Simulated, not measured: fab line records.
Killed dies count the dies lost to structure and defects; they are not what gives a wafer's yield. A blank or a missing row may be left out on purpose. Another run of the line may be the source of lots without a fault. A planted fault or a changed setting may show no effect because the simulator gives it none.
Chamber matching | flow gf180mcu | rieDiel-04 running GF_V3_ETCH_16: 4 sister chambers
The step etches BARC in N2/H2. 22 wafers are shown with their chamber, then 11 later ones without.

## WAFERS WITH THEIR CHAMBER
wafer  | chamber | h2FlowSccm (sccm) | throttleValvePct (%) | oesProductAu (a.u.)
L075.2 | 2       | 200.1             | 13.229               | 0.857
L075.3 | 3       | 200.4             | 13.214               | 0.845
L075.6 | 1       | 200.2             | 13.233               | 0.857
L076.1 | 1       | 199.3             | 13.219               | 0.858
L076.5 | 1       | 199.2             | 13.216               | 0.852
L076.6 | 0       | 200.5             | 13.221               | 0.858
L080.1 | 1       | 200.7             | 13.219               | 0.857
L080.2 | 0       | 199.8             | 13.232               | 0.849
L080.3 | 3       | 200.2             | 13.238               | 0.862
L081.1 | 1       | 200.7             | 13.224               | 0.854
L081.2 | 2       | 199.7             | 13.219               | 0.858
L081.6 | 3       | 200.2             | 13.220               | 0.853
L083.1 | 0       | 198.9             | 13.238               | 0.853
L083.2 | 1       | 200.7             | 13.222               | 0.853
L083.3 | 2       | 201.0             | 13.226               | 0.843
L085.3 | 2       | 200.6             | 13.237               | 0.857
L085.4 | 0       | 199.2             | 13.226               | 0.856
L085.6 | 2       | 200.1             | 13.226               | 0.857
L087.3 | 3       | 199.4             | 13.227               | 0.855
L087.4 | 2       | 200.4             | 13.212               | 0.854
L087.6 | 3       | 200.3             | 13.241               | 0.859
L091.2 | 1       | 199.9             | 13.218               | 0.848

SIGNATURES, as means of the wafers listed above
reading          | chamber 0 | chamber 1 | chamber 2 | chamber 3 | scatter within a chamber
h2FlowSccm       | 199.600   | 200.100   | 200.317   | 200.100   | 0.565
throttleValvePct | 13.22925  | 13.22157  | 13.22483  | 13.22800  | 0.00834
oesProductAu     | 0.85400   | 0.85414   | 0.85433   | 0.85480   | 0.00502
Rule: for a wafer and a chamber, the distance is found by dividing, reading by reading, the gap between the wafer's reading and the chamber's mean by the reading's scatter, squaring, summing and taking the root. If the next closest chamber is less than 2 further off than the closest, the wafer can't be placed; otherwise it belongs to the closest. How the scatter is found: for the shown wafers, subtract from each reading the mean of its chamber, square and add these, divide the total by (wafers less chambers), then take the root.

## WAFERS MISSING THEIR CHAMBER
wafer  | h2FlowSccm (sccm) | throttleValvePct (%) | oesProductAu (a.u.)
L091.5 | 200.1             | 13.214               | 0.855
L091.6 | 200.8             | 13.215               | 0.855
L092.2 | 199.9             | 13.231               | 0.859
L092.5 | 199.8             | 13.218               | 0.861
L092.6 | 199.8             | 13.206               | 0.850
L095.1 | 200.6             | 13.225               | 0.855
L095.2 | 200.4             | 13.231               | 0.854
L095.4 | 200.2             | 13.244               | 0.857
L097.1 | 201.0             | 13.224               | 0.865
L097.2 | 200.0             | 13.219               | 0.849
L097.5 | 198.7             | 13.213               | 0.854

## EACH ONE'S CHAMBER
wafer  | from the rows above               | in truth
L091.5 | can't be placed: 1 or 2 or 3 or 0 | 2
L091.6 | can't be placed: 2 or 1 or 3 or 0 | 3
L092.2 | can't be placed: 3 or 0 or 2 or 1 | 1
L092.5 | can't be placed: 1 or 3 or 2 or 0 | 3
L092.6 | can't be placed: 1 or 2 or 3 or 0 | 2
L095.1 | can't be placed: 2 or 3 or 1 or 0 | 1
L095.2 | can't be placed: 3 or 2 or 1 or 0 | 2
L095.4 | can't be placed: 3 or 0 or 2 or 1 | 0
L097.1 | can't be placed: 2 or 3 or 1 or 0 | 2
L097.2 | can't be placed: 1 or 2 or 3 or 0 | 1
L097.5 | can't be placed: 0 or 1 or 3 or 2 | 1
Placed correctly: 0 of 11. Can't be placed from these rows: 11 (the true chamber is among the candidates in 11). Placed wrongly: 0.
